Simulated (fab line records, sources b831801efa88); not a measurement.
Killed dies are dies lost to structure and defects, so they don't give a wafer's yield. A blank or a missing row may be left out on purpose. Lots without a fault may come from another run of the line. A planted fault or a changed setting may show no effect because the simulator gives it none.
fab line records | flow sky130
record lots=10 wafers=30 last_day=50
route steps=708 shown METAL1@451 METAL2@483 PAD_OPEN@708
lots that met no fault: from a run of the same line without faults
start_h: hours from the record's first day to the start of the lot's first wafer shown | wait_h: hours since the lot's step before | " the same as in the row above | L1.1+2: a row that stands for several wafers | - no value, or no start given | * or withheld: withheld | < > ~ a bound
route shown NAME@n: a module of which the file shows steps, and the number in the route of the first | usual: mean/standard deviation of fault-free wafers | same: alike in all rows | chamber/n: place in a boat | sites: the reading at each site | _std_site: their standard deviation | _edge_site: outer sites' mean less inner sites' | radius_mm: how far each site lies from the wafer's centre | mask NAME#n: copy n | behind: the tool/chamber that last shaped the wafer | hold: why the lot was held/for how many hours/how that ended | device: the transistor (n, p or np) that didn't switch | end of line: the same wafers' tests at the end of the route | a step without rows: its recipe alone | killed: dies lost to structure and defects at the first sort, not the wafer's yield | map: a wafer's dies, x killed, . not, _ none there
set.NAME: the setting as run; set.NAME@STEP: as run at that earlier step | model.NAME: the simulator's own value behind a step, which no gauge read
steps of the route over a sample of lots; a table a step, a row a wafer
services: from which hour (start_h, from the record's first day; less than 0 if before it) a tool's chamber was out of use, for how many hours, and why
## steps
# step SKY_METAL1_DESCUM_17
# recipe chemistry=O2 source_power_w=150 bias_power_w=0 pressure_mtorr=10 temp_c=40 time_s=8
# usual drypump_motor_current_A=5.7/0.37 oes_product_au=1.000/0.0063 rf_fwd_power_W=146.9/0.85
# columns lot.wafer tool chamber start_h wait_h drypump_motor_current_A oes_product_au rf_fwd_power_W rf_hours_counter_h
L281.2 rie_metal-04 1 787.13 0.0 5.3 0.999 146.4 3
L281.3 " 0 " " 5.1 0.989 145.5 -
L281.6 " 0 " " 5.1 0.993 145.6 -
L282.1 rie_metal-01 1 800.48 0.0 5.9 1.010 147.2 7
L282.3 " 0 " " 6.0 1.004 146.7 -
L282.4 " 1 " " 6.0 1.006 147.3 -
L284.3 rie_metal-04 0 805.79 0.0 5.0 1.005 146.3 -
L284.4 " 1 " " 5.2 1.007 145.6 -
L284.6 " 0 " " 5.1 1.001 145.8 -
L287.2 rie_metal-04 1 839.10 0.0 5.3 1.000 146.4 5
L287.4 " 0 " " 5.1 0.994 146.7 -
L287.5 " 0 " " 5.1 1.003 146.2 -
L290.1 rie_metal-01 1 857.73 0.0 6.0 0.987 146.7 9
L290.3 " 0 " " 6.0 1.002 146.7 -
L290.6 " 0 " " 6.0 0.993 147.0 -
L292.1 rie_metal-04 0 871.53 0.0 5.1 0.993 146.0 8
L292.3 " 1 " " 5.3 1.004 146.5 -
L292.4 " 0 " " 5.1 0.990 146.0 -
L291.2 rie_metal-01 0 886.83 0.0 6.0 0.996 147.1 16
L291.4 " 0 " " 6.0 0.991 148.2 -
L291.5 " 1 " " 6.0 1.006 147.4 -
L295.2 rie_metal-02 0 889.74 0.0 5.6 1.004 146.0 -
L295.5 " 0 " " 5.6 0.996 146.1 -
L295.6 " 0 " " 5.6 1.009 146.5 -
L296.4 rie_metal-01 0 894.45 0.0 6.1 1.008 147.8 -
L296.5 " 1 " " 6.0 1.005 147.0 -
L296.6 " 0 " " 6.0 0.998 147.6 -
L299.4 rie_metal-04 1 917.64 0.0 5.3 1.009 146.4 -
L299.5 " 1 " " 5.3 0.989 146.5 -
L299.6 " 0 " " 5.1 0.993 146.4 -
# step SKY_METAL1_ETCH_18
# recipe chemistry=N2/H2 target=BARC ion_energy_ev=200 bias_w=100 pressure_mtorr=30 n2_flow_sccm=100 h2_flow_sccm=200 icp_w=500 stop_on=SiO2 time_s=45.9 target_depth_a=600
# usual bias_w=99.9/0.31 drypump_motor_current_A=5.7/0.38 oes_product_au=0.855/0.0053 rf_fwd_power_W=494.3/2.6 throttle_valve_pct=13.226/0.01
# columns lot.wafer tool chamber start_h wait_h bias_w drypump_motor_current_A oes_product_au rf_fwd_power_W rf_hours_counter_h throttle_valve_pct
L281.2 rie_metal-04 1 787.17 0.0 99.6 5.3 0.855 491.4 3 13.220
L281.3 " 0 " " 99.5 5.1 0.848 491.4 - 13.211
L281.6 " 0 " " 99.3 5.1 0.854 490.7 - 13.237
L282.1 rie_metal-01 1 800.51 0.0 100.4 5.9 0.857 495.3 7 13.228
L282.3 " 0 " " 99.5 6.1 0.854 494.9 - 13.218
L282.4 " 1 " " 100.2 6.0 0.846 492.0 - 13.208
L284.3 rie_metal-04 0 805.83 0.0 99.9 5.1 0.857 491.3 - 13.221
L284.4 " 1 " " 99.8 5.2 0.848 490.5 - 13.230
L284.6 " 0 " " 99.9 5.1 0.856 490.9 - 13.226
L287.2 rie_metal-04 1 839.13 0.0 99.8 5.3 0.861 491.4 5 13.229
L287.4 " 0 " " 99.7 5.1 0.861 492.8 - 13.214
L287.5 " 0 " " 100.2 5.1 0.848 491.5 - 13.255
L290.1 rie_metal-01 1 857.76 0.0 99.6 6.0 0.857 494.3 9 13.216
L290.3 " 0 " " 99.8 6.0 0.853 494.0 - 13.214
L290.6 " 0 " " 99.5 6.1 0.862 498.1 - 13.234
L292.1 rie_metal-04 0 871.56 0.0 100.2 5.1 0.858 493.7 8 13.227
L292.3 " 1 " " 99.6 5.3 0.847 492.8 - 13.229
L292.4 " 0 " " 100.2 5.1 0.852 491.9 - 13.246
L291.2 rie_metal-01 0 886.86 0.0 99.8 6.1 0.867 497.1 16 13.225
L291.4 " 0 " " 99.6 6.1 0.858 499.1 - 13.220
L291.5 " 1 " " 100.1 6.0 0.864 494.2 - 13.233
L295.2 rie_metal-02 0 889.82 0.1 99.7 5.6 0.841 493.5 - 13.223
L295.5 " 0 " " 99.9 5.6 0.851 494.5 - 13.233
L295.6 " 0 " " 100.4 5.6 0.858 494.1 - 13.233
L296.4 rie_metal-01 0 894.49 0.0 100.4 6.1 0.853 496.9 - 13.227
L296.5 " 1 " " 100.5 6.0 0.859 494.7 - 13.205
L296.6 " 0 " " 100.3 6.1 0.864 495.6 - 13.235
L299.4 rie_metal-04 1 917.68 0.0 100.4 5.3 0.841 492.7 - 13.210
L299.5 " 1 " " 100.6 5.2 0.854 492.8 - 13.220
L299.6 " 0 " " 100.1 5.1 0.853 492.5 - 13.229
# step SKY_METAL2_SPUTTER_00
# recipe material=Ti target_thk_nm=15 power_w=3000 time_s=10 chamber_pressure_pa=0.4
# usual cathode_dc_power_W=3000.0/0.54 chamber_pressure_pa=0.3999/0.00075 throttle_valve_pct=30.0/0.93
# columns lot.wafer tool chamber start_h wait_h cathode_dc_power_W chamber_pressure_pa throttle_valve_pct
L281.2 pvd_sputter-02 - 817.14 0.1 - - -
L281.3 " - " " - - -
L281.6 " - " " - - -
L282.1 pvd_sputter-02 - 829.74 0.2 - - -
L282.3 " - " " - - -
L282.4 " - " " - - -
L284.3 pvd_sputter-02 - 834.78 0.1 - - -
L284.4 " - " " - - -
L284.6 " - " " - - -
L287.2 pvd_sputter-02 - 867.95 0.1 3000.7 0.4013 30.8
L287.4 " - " " 2999.9 0.4010 30.4
L287.5 " - " " 2999.9 0.4002 30.0
L290.1 pvd_sputter-01 - 886.92 0.1 3000.9 0.4004 29.7
L290.3 " - " " 2999.1 0.4005 30.2
L290.6 " - " " 3000.9 0.4001 29.9
L292.1 pvd_sputter-02 - 899.70 0.1 2999.9 0.3990 31.0
L292.3 " - " " 3000.4 0.3987 28.5
L292.4 " - " " 3001.4 0.3997 30.5
L291.2 pvd_sputter-02 - 915.61 0.1 2998.6 0.4000 31.0
L291.4 " - " " 2999.5 0.3997 30.4
L291.5 " - " " 2999.4 0.4003 30.2
L295.2 pvd_sputter-02 - 917.78 0.2 2999.3 0.3997 30.4
L295.5 " - " " 3000.9 0.3989 30.2
L295.6 " - " " 3000.0 0.4002 30.0
L296.4 pvd_sputter-03 - 921.94 0.1 2999.4 0.4003 30.2
L296.5 " - " " 3000.5 0.3999 30.2
L296.6 " - " " 3000.1 0.3989 29.0
L299.4 pvd_sputter-02 - 945.05 0.1 3000.1 0.4001 30.7
L299.5 " - " " 2999.6 0.3990 28.4
L299.6 " - " " 2999.5 0.4009 30.0
# step SKY_METAL2_SPUTTER_02
# recipe material=AlCu target_thk_nm=250 power_w=10600 time_s=13.3 chamber_pressure_pa=0.4
# usual cathode_dc_power_W=10600/1.7 chamber_pressure_pa=0.4001/0.00079 throttle_valve_pct=30.0/0.95
# columns lot.wafer tool chamber start_h wait_h cathode_dc_power_W chamber_pressure_pa throttle_valve_pct
L281.2 pvd_sputter-02 - 817.19 0.0 10601 0.4000 28.3
L281.3 " - " " 10600 0.4011 31.3
L281.6 " - " " 10601 0.3985 30.1
L282.1 pvd_sputter-02 - 829.79 0.0 10601 0.3997 31.0
L282.3 " - " " 10601 0.3992 30.2
L282.4 " - " " 10597 0.4004 30.5
L284.3 pvd_sputter-02 - 834.82 0.0 10601 0.3997 28.1
L284.4 " - " " 10601 0.4009 30.5
L284.6 " - " " 10601 0.3990 28.1
L287.2 pvd_sputter-02 - 867.99 0.0 10604 0.4000 31.1
L287.4 " - " " 10599 0.4015 30.2
L287.5 " - " " 10601 0.3999 30.2
L290.1 pvd_sputter-01 - 886.97 0.0 10601 0.3999 29.5
L290.3 " - " " 10599 0.4002 30.3
L290.6 " - " " 10600 0.4013 29.5
L292.1 pvd_sputter-02 - 899.75 0.0 10601 0.3991 30.9
L292.3 " - " " 10600 0.3986 28.0
L292.4 " - " " 10600 0.4007 29.9
L291.2 pvd_sputter-02 - 915.66 0.0 10601 0.3997 31.1
L291.4 " - " " 10600 0.3986 30.1
L291.5 " - " " 10602 0.3986 30.1
L295.2 pvd_sputter-02 - 917.83 0.0 10601 0.4008 30.4
L295.5 " - " " 10601 0.3997 30.3
L295.6 " - " " 10599 0.3995 30.3
L296.4 pvd_sputter-03 - 921.98 0.0 10601 0.4006 30.6
L296.5 " - " " 10602 0.4006 30.5
L296.6 " - " " 10600 0.4002 29.0
L299.4 pvd_sputter-02 - 945.10 0.0 10604 0.3995 30.4
L299.5 " - " " 10601 0.4004 28.6
L299.6 " - " " 10600 0.3994 30.2
# step SKY_METAL2_RS_MEAS_05
# recipe thk_meas_gauge=four-point-probe reads=TiN_of_METAL2_SPUTTER_04+Ti_of_METAL2_SPUTTER_03+AlCu_of_METAL2_SPUTTER_02+TiN_of_METAL2_SPUTTER_01+Ti_of_METAL2_SPUTTER_00
# usual METAL2_ALCU_RS=0.1262/0.0014
# columns lot.wafer tool chamber start_h wait_h hold METAL2_ALCU_RS[ohm/sq]
L281.2 film_metro-01 - 817.30 0.0 await_dispo/0.2h/release 0.1255
L281.3 " - " " await_dispo/0.2h/release 0.1251
L281.6 " - " " await_dispo/0.2h/release 0.1252
L281.2 film_metro-01 - 817.59 0.3 - 0.1255
L281.3 " - " " - 0.1251
L281.6 " - " " - 0.1253
L282.1 film_metro-03 - 829.88 0.0 await_dispo/0.2h/release 0.1251
L282.3 " - " " await_dispo/0.2h/release 0.1250
L282.4 " - " " await_dispo/0.2h/release 0.1257
L282.1 film_metro-03 - 830.37 0.5 - 0.1253
L282.3 " - " " - 0.1252
L282.4 " - " " - 0.1258
L284.3 film_metro-03 - 834.96 0.1 await_dispo/0.2h/release 0.1256
L284.4 " - " " await_dispo/0.2h/release 0.1243
L284.6 " - " " await_dispo/0.2h/release 0.1252
L284.3 film_metro-03 - 835.24 0.3 - 0.1257
L284.4 " - " " - 0.1241
L284.6 " - " " - 0.1251
L287.2 film_metro-03 - 868.11 0.0 - 0.1240
L287.4 " - " " - 0.1246
L287.5 " - " " - 0.1245
L290.1 film_metro-01 - 887.06 0.0 - 0.1287
L290.3 " - " " - 0.1275
L290.6 " - " " - 0.1284
L292.1 film_metro-03 - 899.84 0.0 - 0.1242
L292.3 " - " " - 0.1244
L292.4 " - " " - 0.1243
L291.2 film_metro-01 - 915.77 0.0 - 0.1270
L291.4 " - " " - 0.1274
L291.5 " - " " - 0.1269
L295.2 film_metro-01 - 917.94 0.0 - 0.1271
L295.5 " - " " - 0.1258
L295.6 " - " " - 0.1270
L296.4 film_metro-01 - 922.14 0.1 - 0.1282
L296.5 " - " " - 0.1284
L296.6 " - " " - 0.1282
L299.4 film_metro-01 - 945.25 0.1 - 0.1259
L299.5 " - " " - 0.1271
L299.6 " - " " - 0.1255
# step SKY_PAD_OPEN_PROBE_99
# usual defect_limited_yield=82.4/2.2 killed_at_M0_to_M3=44/7.7 killed_at_M4_up=3.2/1.7 killed_at_contacts=24/5.3 killed_at_front_end=15/4.3 killed_at_other=0.3/0.57 killed_dies=87/11 killed_open=47/7.4 killed_short=40/6.5 sort_bin_3_pad_short=0.8/0.4 sort_bin_5_function=10.5/1.6 sort_bin_6_memory=6.3/1.2 sort_n_pass=405/11 sort_yield_pct=82.4/2.2
# same gross_dies=492 killed_at_back_side=0 sort_bin_4_leakage[%]=0 sort_bin_8_speed[%]=0
# columns lot.wafer tool chamber start_h wait_h defect_limited_yield[%] killed_at_M0_to_M3 killed_at_M4_up killed_at_contacts killed_at_front_end killed_at_other killed_dies killed_open killed_short sort_bin_3_pad_short[%] sort_bin_5_function[%] sort_bin_6_memory[%] sort_n_pass sort_yield_pct[%]
L284.3 prober-01 - 1107.59 0.2 79.9 45 0 36 18 0 99 51 48 2.0 9.3 8.7 393 79.9
L284.4 prober-01 - 1107.64 0.2 86.0 32 1 23 13 0 69 32 37 1.0 7.3 5.7 423 86.0
L284.6 prober-01 - 1107.74 0.2 82.9 57 3 17 7 0 84 46 38 0.8 8.9 7.3 408 82.9
L287.2 prober-01 - 1133.65 0.1 84.6 38 4 17 17 0 76 41 35 1.0 9.3 5.1 416 84.6
L287.4 prober-01 - 1133.75 0.2 79.9 50 6 23 20 0 99 53 46 1.2 11.2 7.7 393 79.9
L287.5 prober-01 - 1133.80 0.2 84.1 43 2 24 9 0 78 48 29 0.2 10.4 5.3 414 84.1
L290.1 prober-02 - 1145.80 0.1 81.7 41 4 24 21 0 90 46 44 1.8 10.2 6.3 402 81.7
L290.3 prober-02 - 1145.90 0.2 80.5 50 3 24 18 1 96 48 48 0.6 13.6 5.3 396 80.5
L290.6 prober-02 - 1146.05 0.2 82.1 46 3 16 23 0 88 38 50 0.8 12.0 5.1 404 82.1
L292.1 prober-01 - 1155.76 0.1 81.3 54 2 22 13 1 92 45 46 1.0 10.2 7.5 400 81.3
L292.3 prober-01 - 1155.86 0.2 78.7 48 3 32 21 1 105 60 45 1.4 13.2 6.7 387 78.7
L292.4 prober-01 - 1155.91 0.2 79.1 49 1 25 27 1 103 58 45 0.8 13.4 6.7 389 79.1
# killed by level:class
L284.3 CONTACT:geometric_particle:open=15 VIA1:geometric_particle:open=11 VIA1:geometric_particle:short=9 CONTACT:geometric_particle:short=8 LOCAL_INTERCONNECT:geometric_particle:short=7 VIA3:geometric_particle:open=6 FIELD_ISO:geometric_particle:short=5 LI_CONTACT:geometric_particle:open=5
L284.4 CONTACT:geometric_particle:open=8 VIA1:geometric_particle:short=7 CONTACT:geometric_particle:short=7 VIA1:geometric_particle:open=7 FIELD_ISO:geometric_particle:open=6 METAL2:geometric_particle:short=6 POLY_GATE:geometric_particle:open=3 SPACER:geometric_particle:short=3
L284.6 VIA1:geometric_particle:open=18 VIA1:geometric_particle:short=9 VIA3:geometric_particle:open=6 CONTACT:geometric_particle:short=5 CONTACT:geometric_particle:open=5 METAL2:geometric_particle:short=5 VIA2:geometric_particle:open=5 METAL2:geometric_particle:open=4
L287.2 VIA1:geometric_particle:open=8 VIA3:geometric_particle:open=8 LI_CONTACT:geometric_particle:open=7 CONTACT:geometric_particle:open=6 POLY_GATE:geometric_particle:short=5 FIELD_ISO:geometric_particle:short=4 VIA1:geometric_particle:short=4 VIA2:geometric_particle:open=4
L287.4 VIA1:geometric_particle:open=13 CONTACT:geometric_particle:short=8 METAL2:geometric_particle:short=8 VIA2:geometric_particle:open=8 CONTACT:geometric_particle:open=6 VIA3:geometric_particle:open=6 POLY_GATE:geometric_particle:open=5 LI_CONTACT:geometric_particle:open=5
L287.5 VIA1:geometric_particle:open=13 CONTACT:geometric_particle:open=9 VIA3:geometric_particle:open=8 LI_CONTACT:geometric_particle:open=8 VIA3:geometric_particle:short=4 CONTACT:geometric_particle:short=4 LI_CONTACT:geometric_particle:short=3 METAL1:geometric_particle:short=3
L290.1 FIELD_ISO:geometric_particle:open=9 VIA3:geometric_particle:open=8 METAL2:geometric_particle:short=8 LI_CONTACT:geometric_particle:short=7 VIA1:geometric_particle:open=7 LI_CONTACT:geometric_particle:open=5 CONTACT:geometric_particle:short=5 VIA2:geometric_particle:open=4
L290.3 VIA3:geometric_particle:open=11 FIELD_ISO:geometric_particle:short=7 VIA2:geometric_particle:open=7 LI_CONTACT:geometric_particle:open=7 CONTACT:geometric_particle:open=6 VIA1:geometric_particle:open=6 METAL2:geometric_particle:short=5 VIA2:geometric_particle:short=5
L290.6 FIELD_ISO:geometric_particle:short=8 METAL1:geometric_particle:short=7 METAL2:geometric_particle:short=7 VIA1:geometric_particle:open=6 VIA3:geometric_particle:short=6 FIELD_ISO:geometric_particle:open=5 LOCAL_INTERCONNECT:geometric_particle:short=5 CONTACT:geometric_particle:open=5
L292.1 VIA1:geometric_particle:open=10 CONTACT:geometric_particle:open=7 METAL1:geometric_particle:short=7 VIA2:geometric_particle:short=7 VIA2:geometric_particle:open=7 VIA3:geometric_particle:open=7 LI_CONTACT:geometric_particle:open=6 VIA3:geometric_particle:short=6
L292.3 VIA1:geometric_particle:open=14 CONTACT:geometric_particle:open=11 LI_CONTACT:geometric_particle:open=8 METAL2:geometric_particle:short=7 VIA3:geometric_particle:open=7 POLY_GATE:geometric_particle:open=6 CONTACT:geometric_particle:short=6 FIELD_ISO:geometric_particle:open=4
L292.4 CONTACT:geometric_particle:open=11 VIA1:geometric_particle:open=11 VIA2:geometric_particle:open=11 FIELD_ISO:geometric_particle:open=7 METAL1:geometric_particle:short=7 FIELD_ISO:geometric_particle:short=5 POLY_GATE:geometric_particle:short=5 LI_CONTACT:geometric_particle:open=5
## services
# columns tool chamber start_h hours kind
rie_metal-04 - 764.22 0.3 repair
pvd_sputter-01 - 768.21 3.8 repair
pvd_sputter-02 0 794.28 - consumable_replace:kit
pvd_sputter-02 0 794.28 18.0 scheduled_down
pvd_sputter-02 0 794.28 18.0 vent_cycle
pvd_sputter-01 - 795.78 3.4 repair
rie_metal-01 - 806.20 2.8 pm
rie_metal-02 - 807.01 0.8 repair
rie_metal-02 - 810.17 0.6 repair
pvd_sputter-03 3 832.59 - consumable_replace:kit
pvd_sputter-03 3 832.59 18.0 scheduled_down
pvd_sputter-03 3 832.59 18.0 vent_cycle
pvd_sputter-03 - 835.45 1.4 repair
rie_metal-01 - 853.09 0.4 repair
rie_metal-02 1 880.58 48.4 repair
pvd_sputter-01 - 910.95 37.5 repair
rie_metal-01 - 911.02 0.7 repair
rie_metal-01 1 935.69 20.8 repair
## key
first_sign step=SKY_METAL2_SPUTTER_00 reading=tool_record direction=missing
effect step=SKY_METAL2_RS_MEAS_05 reading=visit direction=added
met_at SKY_METAL2_SPUTTER_00
struck_lots L281,L282,L284
not_acting_at SKY_METAL1_DESCUM_17,SKY_METAL1_ETCH_18,SKY_METAL2_SPUTTER_02
fault kind=skipped_step_whole tool=pvd_sputter-02 chamber=- onset_h=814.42 steps=SKY_METAL2_SPUTTER_00 scope=struck_lots_only
